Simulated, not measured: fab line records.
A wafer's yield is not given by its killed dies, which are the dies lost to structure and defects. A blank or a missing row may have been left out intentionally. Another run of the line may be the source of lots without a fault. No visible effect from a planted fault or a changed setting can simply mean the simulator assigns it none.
Check for tools in common :: flow gf180mcu :: Sampled: 13 lots, 39 wafers

WHY THIS WAS OPENED
Of 13 lots, 2 have the reading VT_IMPLANT_3_TW flagged at GF_VT_IMPLANT_TW_MEAS_32. Wafers without a fault read 268.7, standard deviation 2.1.
Rule: a lot is flagged when every wafer of it that has a number lies more than 4 standard deviations from that mean, or none has a number. All remaining lots are regarded as sound.

lot: L215
measured: day 7 02:24
on: film_metro-02
VT_IMPLANT_3_TW, wafer by wafer: 268.8 269.6 269.2
flag: 

lot: L216
measured: day 7 08:26
on: film_metro-04
VT_IMPLANT_3_TW, wafer by wafer: 267.4 267.8 268.1
flag: 

lot: L217
measured: day 7 18:36
on: film_metro-02
VT_IMPLANT_3_TW, wafer by wafer: 268.4 269.2 267.8
flag: 

lot: L225
measured: day 10 00:05
on: film_metro-01
VT_IMPLANT_3_TW, wafer by wafer: 303.1 302.2 302.2
flag: FLAGGED

lot: L226
measured: day 10 08:08
on: film_metro-01
VT_IMPLANT_3_TW, wafer by wafer: 302.7 303.3 302.0
flag: FLAGGED

lot: L227
measured: day 10 12:42
on: film_metro-04
VT_IMPLANT_3_TW, wafer by wafer: 267.8 264.9 266.4
flag: 

lot: L228
measured: day 11 00:19
on: film_metro-01
VT_IMPLANT_3_TW, wafer by wafer: 270.5 270.7 271.7
flag: 

lot: L229
measured: day 11 06:27
on: film_metro-04
VT_IMPLANT_3_TW, wafer by wafer: 264.5 265.5 267.7
flag: 

lot: L231
measured: day 11 19:39
on: film_metro-04
VT_IMPLANT_3_TW, wafer by wafer: 266.9 266.4 266.5
flag: 

lot: L233
measured: day 12 11:36
on: film_metro-01
VT_IMPLANT_3_TW, wafer by wafer: 271.1 270.2 271.0
flag: 

lot: L235
measured: day 12 23:58
on: film_metro-04
VT_IMPLANT_3_TW, wafer by wafer: 266.4 267.7 264.8
flag: 

lot: L236
measured: day 13 04:00
on: film_metro-04
VT_IMPLANT_3_TW, wafer by wafer: 266.0 265.1 265.7
flag: 

lot: L237
measured: day 13 13:42
on: film_metro-04
VT_IMPLANT_3_TW, wafer by wafer: 266.2 265.9 264.9
flag: 
On average the flagged lots' numbers are 302.6, which is +33.9 against the usual, or +16 standard deviations.

LOT BY LOT: THE TOOL USED
The record holds 1 process step before the reading, out of a route of 602 steps. Every cell lists first the tool, next ch and the chambers used by the sampled wafers, and last the start.
lot: L215
flag: 
GF_VT_IMPLANT_IMPLANT_30: implanter-03 ch 0, day 7 02:10

lot: L216
flag: 
GF_VT_IMPLANT_IMPLANT_30: implanter-03 ch 0, day 7 08:11

lot: L217
flag: 
GF_VT_IMPLANT_IMPLANT_30: implanter-04 ch 0, day 7 18:21

lot: L225
flag: FLAGGED
GF_VT_IMPLANT_IMPLANT_30: implanter-01 ch 0, day 9 23:50

lot: L226
flag: FLAGGED
GF_VT_IMPLANT_IMPLANT_30: implanter-01 ch 0, day 10 07:53

lot: L227
flag: 
GF_VT_IMPLANT_IMPLANT_30: implanter-03 ch 0, day 10 12:28

lot: L228
flag: 
GF_VT_IMPLANT_IMPLANT_30: implanter-04 ch 0, day 11 00:05

lot: L229
flag: 
GF_VT_IMPLANT_IMPLANT_30: implanter-04 ch 0, day 11 06:12

lot: L231
flag: 
GF_VT_IMPLANT_IMPLANT_30: implanter-04 ch 0, day 11 19:25

lot: L233
flag: 
GF_VT_IMPLANT_IMPLANT_30: implanter-04 ch 0, day 12 11:21

lot: L235
flag: 
GF_VT_IMPLANT_IMPLANT_30: implanter-01 ch 0, day 12 23:43

lot: L236
flag: 
GF_VT_IMPLANT_IMPLANT_30: implanter-03 ch 0, day 13 03:45

lot: L237
flag: 
GF_VT_IMPLANT_IMPLANT_30: implanter-01 ch 0, day 13 13:28
What the steps here do:
- GF_VT_IMPLANT_IMPLANT_30
- GF_VT_IMPLANT_TW_MEAS_32

FLAGGED OVER TOTAL, TOOL BY TOOL (the gauges that took the reading come last)
step: GF_VT_IMPLANT_IMPLANT_30
tool: implanter-01
lots run: 4
flagged: 2
share of the flagged lots: all
sound lots run after its first flagged lot: 2 (L235,L237)

step: GF_VT_IMPLANT_IMPLANT_30
tool: implanter-03
lots run: 4
flagged: 0
share of the flagged lots: none
sound lots run after its first flagged lot: -

step: GF_VT_IMPLANT_IMPLANT_30
tool: implanter-04
lots run: 5
flagged: 0
share of the flagged lots: none
sound lots run after its first flagged lot: -

step: GF_VT_IMPLANT_TW_MEAS_32
tool: film_metro-01
lots run: 4
flagged: 2
share of the flagged lots: all
sound lots run after its first flagged lot: 2 (L228,L233)

step: GF_VT_IMPLANT_TW_MEAS_32
tool: film_metro-02
lots run: 2
flagged: 0
share of the flagged lots: none
sound lots run after its first flagged lot: -

step: GF_VT_IMPLANT_TW_MEAS_32
tool: film_metro-04
lots run: 7
flagged: 0
share of the flagged lots: none
sound lots run after its first flagged lot: -

THE TABLE: WHAT IT ALLOWS
Table rows that saw every flagged lot: 2, namely implanter-01 at GF_VT_IMPLANT_IMPLANT_30 and film_metro-01 at GF_VT_IMPLANT_TW_MEAS_32.
- implanter-01 at GF_VT_IMPLANT_IMPLANT_30 ran 4 lots, 2 of them flagged. After the first flagged lot (L235, L237), sound lots still ran on it; a lasting fault on the whole tool would not permit that. Its own readings (dose_ions_cm2, faraday_current_uA) fall more than 4 standard deviations out on all wafers of the flagged lots.
- film_metro-01 at GF_VT_IMPLANT_TW_MEAS_32 ran 4 lots, 2 of them flagged. After the first flagged lot (L228, L233), sound lots still ran on it; a lasting fault on the whole tool would not permit that.
None of the table's rows ran every flagged lot and, after the first, no sound lot.

WHAT HAD BEEN PUT IN BY THE SIMULATOR
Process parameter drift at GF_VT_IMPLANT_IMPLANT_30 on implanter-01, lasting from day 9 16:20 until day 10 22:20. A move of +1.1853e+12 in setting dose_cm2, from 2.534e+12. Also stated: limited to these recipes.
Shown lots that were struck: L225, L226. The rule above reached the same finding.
